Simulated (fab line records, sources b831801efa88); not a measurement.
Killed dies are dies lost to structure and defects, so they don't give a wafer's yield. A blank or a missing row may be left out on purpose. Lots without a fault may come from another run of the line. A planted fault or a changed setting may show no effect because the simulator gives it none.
Which tool did it? | flow sky130 | 15 lots, 45 wafers sampled, at 5 steps of a route of 708

WHAT THE GAUGES READ, wafer by wafer
SKY_NWELL_RS_MEAS_29: measures by four-point-probe.
lot  | measured     | on            | NWELL_RS (ohm/sq)
L263 | day 5 18:58  | film_metro-01 | 624.1 624.5 626.0
L265 | day 6 08:49  | film_metro-01 | 623.2 626.2 625.3
L267 | day 6 17:23  | film_metro-02 | 622.2 621.0 623.3
L268 | day 7 01:19  | film_metro-01 | 628.0 629.8 628.9
L269 | day 7 05:00  | film_metro-02 | 623.5 623.8 624.8
L270 | day 7 11:26  | film_metro-04 | 626.1 626.3 625.3
L271 | day 7 18:02  | film_metro-02 | 623.8 623.5 623.7
L272 | day 8 01:23  | film_metro-02 | 623.4 623.9 624.2
L276 | day 9 15:37  | film_metro-01 | 622.8 622.3 622.2
L277 | day 9 21:32  | film_metro-02 | 627.0 626.4 626.6
L278 | day 10 03:10 | film_metro-02 | 623.0 626.6 623.5
L280 | day 10 05:44 | film_metro-04 | 625.4 627.2 624.1
L283 | day 10 22:37 | film_metro-02 | 624.3 624.0 623.3
L282 | day 10 23:32 | film_metro-04 | 625.4 624.7 624.7
L284 | day 11 04:52 | film_metro-04 | 624.3 622.1 624.1

SKY_LDD_LDN_OVL_MEAS_07.
lot  | measured     | on         | LDD_LDN_OVL (nm)
L263 | day 23 09:16 | overlay-01 | 1.6 0.1 -0.3
L265 | day 24 13:36 | overlay-01 | 0.6 2.8 0.3
L267 | day 24 20:11 | overlay-01 | 1.1 0.2 -0.1
L268 | day 25 05:32 | overlay-02 | 1.5 0.6 0.7
L269 | day 25 18:18 | overlay-02 | - - -
L270 | day 26 02:35 | overlay-02 | - - -
L271 | day 26 12:10 | overlay-01 | - - -
L272 | day 26 16:55 | overlay-02 | -0.1 -0.5 0.9
L276 | day 28 23:46 | overlay-01 | 0.4 1.7 0.9
L277 | day 29 03:07 | overlay-02 | -1.7 -2.6 -1.4
L278 | day 29 17:10 | overlay-02 | 2.1 2.1 1.5
L280 | day 29 18:32 | overlay-02 | -0.8 0.6 -1.8
L283 | day 30 12:21 | overlay-01 | 2.9 3.5 2.0
L282 | day 30 12:56 | overlay-01 | 3.1 1.6 4.4
L284 | day 30 18:17 | overlay-01 | 4.3 2.0 2.7

SKY_RES_XHIGH_TW_MEAS_09.
lot  | measured     | on            | RES_XHIGH_TW
L263 | day 27 04:45 | film_metro-02 | 1642 1641 1637
L265 | day 28 08:01 | film_metro-03 | 1624 1621 1623
L267 | day 28 13:43 | film_metro-01 | 1652 1651 1653
L268 | day 28 23:06 | film_metro-03 | 1614 1613 1610
L269 | day 29 10:49 | film_metro-02 | 1899 1915 1914
L270 | day 29 19:52 | film_metro-03 | 1889 1895 1895
L271 | day 30 05:25 | film_metro-03 | 1896 1887 1894
L272 | day 30 08:25 | film_metro-03 | 1621 1626 1620
L276 | day 32 13:26 | film_metro-01 | 1638 1638 1631
L277 | day 32 17:24 | film_metro-02 | 1636 1639 1640
L278 | day 33 16:31 | film_metro-02 | 1636 1637 1627
L280 | day 33 16:59 | film_metro-03 | 1629 1624 1628
L283 | day 33 23:37 | film_metro-03 | 1618 1622 1626
L282 | day 34 00:05 | film_metro-01 | 1636 1632 1638
L284 | day 34 07:05 | film_metro-03 | 1633 1625 1626

SKY_SD_N_OVL_MEAS_08.
lot  | measured     | on         | SD_N_OVL (nm)
L263 | day 28 10:28 | overlay-02 | 0.5 0.4 -1.6
L265 | day 29 11:35 | overlay-01 | -1.1 -1.1 -1.3
L267 | day 29 18:04 | overlay-02 | -2.5 -2.2 -2.6
L268 | day 30 02:28 | overlay-01 | 1.7 2.8 2.1
L269 | day 30 14:31 | overlay-02 | -2.3 -0.9 -1.2
L270 | day 30 23:41 | overlay-01 | -0.8 0.1 -1.3
L271 | day 31 06:37 | overlay-01 | 0.9 -0.5 2.2
L272 | day 31 14:14 | overlay-01 | -1.6 0.5 0.8
L276 | day 33 15:37 | overlay-02 | -0.7 -0.8 0.9
L277 | day 33 19:38 | overlay-02 | 0.1 0.6 0.6
L278 | day 34 18:40 | overlay-01 | -1.2 -0.7 -0.8
L280 | day 34 19:23 | overlay-01 | 0.4 1.1 1.0
L283 | day 35 01:22 | overlay-01 | 2.2 2.0 0.6
L282 | day 35 01:41 | overlay-01 | 0.6 1.2 1.4
L284 | day 35 09:02 | overlay-02 | 2.0 2.8 2.3

WHICH TOOL RAN EACH LOT (tool, then ch and the chambers of the sampled wafers, then the start)
lot  | SKY_LDD_LDN_COAT_02
L263 | litho_track-04 ch 0, day 22 18:07
L265 | litho_track-01 ch 0, day 23 22:49
L267 | litho_track-02 ch 0, day 24 05:35
L268 | litho_track-04 ch 0, day 24 15:04
L269 | litho_track-04, day 25 02:44
L270 | litho_track-04, day 25 11:41
L271 | litho_track-01, day 25 21:34
L272 | litho_track-01 ch 0, day 26 02:22
L276 | litho_track-02 ch 0, day 28 09:44
L277 | litho_track-04 ch 0, day 28 12:40
L278 | litho_track-01 ch 0, day 29 02:31
L280 | litho_track-01 ch 0, day 29 04:37
L283 | litho_track-01 ch 0, day 29 23:01
L282 | litho_track-01 ch 0, day 29 23:35
L284 | litho_track-02 ch 0, day 30 05:38
- SKY_LDD_LDN_COAT_02: resist thk 1140 nm.

WHAT THE TOOLS THEMSELVES READ (means of the sampled wafers that have a number; where no wafer has one, the mark that the record gives instead)
SKY_LDD_LDN_COAT_02.
lot  | tool           | chill_plate_temp_C (C) | dispense_pressure_kPa (kPa) | resist_line_temp_C (C)
L263 | litho_track-04 | 23.00                  | 44.6                        | 22.96
L265 | litho_track-01 | 23.08                  | 47.5                        | 23.04
L267 | litho_track-02 | 23.10                  | 50.4                        | 23.04
L268 | litho_track-04 | 23.01                  | 44.6                        | 22.97
L269 | litho_track-04 | -                      | -                           | -
L270 | litho_track-04 | -                      | -                           | -
L271 | litho_track-01 | -                      | -                           | -
L272 | litho_track-01 | 22.99                  | 47.5                        | 23.00
L276 | litho_track-02 | 23.04                  | 50.4                        | 22.96
L277 | litho_track-04 | 23.10                  | 44.6                        | 23.01
L278 | litho_track-01 | 22.91                  | 47.5                        | 23.07
L280 | litho_track-01 | 22.94                  | 47.5                        | 23.02
L283 | litho_track-01 | 23.03                  | 47.5                        | 22.94
L282 | litho_track-01 | 22.87                  | 47.5                        | 23.13
L284 | litho_track-02 | 22.97                  | 50.5                        | 23.03

THE ANSWER, worked out from the rows above alone
Rule: what is usual is taken from the lots themselves. Put in order of their means at a reading, lots are off if they are a third of the lots or fewer, leave a main group of 4 or more, and stand apart from it by a gap of 3 or more times the standard deviation of the main group's means; of several such gaps the widest counts. A main group whose means are all the same, to the digits that the tables above print for the reading, isn't used. A lot without any number at a reading at which 4 lots or more have one is off too. The other lots that the step has rows for count as sound. The gauges are gone through in route order, then the tools' own readings, and for those a lot's mean is taken as printed above. The first step at which some lot is off is used, and at that step the reading that is off furthest; a lot without a number counts as furthest.
Off: L269, L270, L271, at SKY_LDD_LDN_OVL_MEAS_07 (LDD_LDN_OVL). Without a number there: L269, L270, L271. The main group: mean 1.0 nm, standard deviation 1.4.
A tool fits if, at a process step before that reading, it ran every lot that is off, and no sound lot after the first of them. The gauges at SKY_LDD_LDN_OVL_MEAS_07 aren't tried: what is off there is off at SKY_RES_XHIGH_TW_MEAS_09 too, on other tools, and a gauge's error can't cause that. None of those tried fits.

WHAT THE SIMULATOR HAD PUT IN
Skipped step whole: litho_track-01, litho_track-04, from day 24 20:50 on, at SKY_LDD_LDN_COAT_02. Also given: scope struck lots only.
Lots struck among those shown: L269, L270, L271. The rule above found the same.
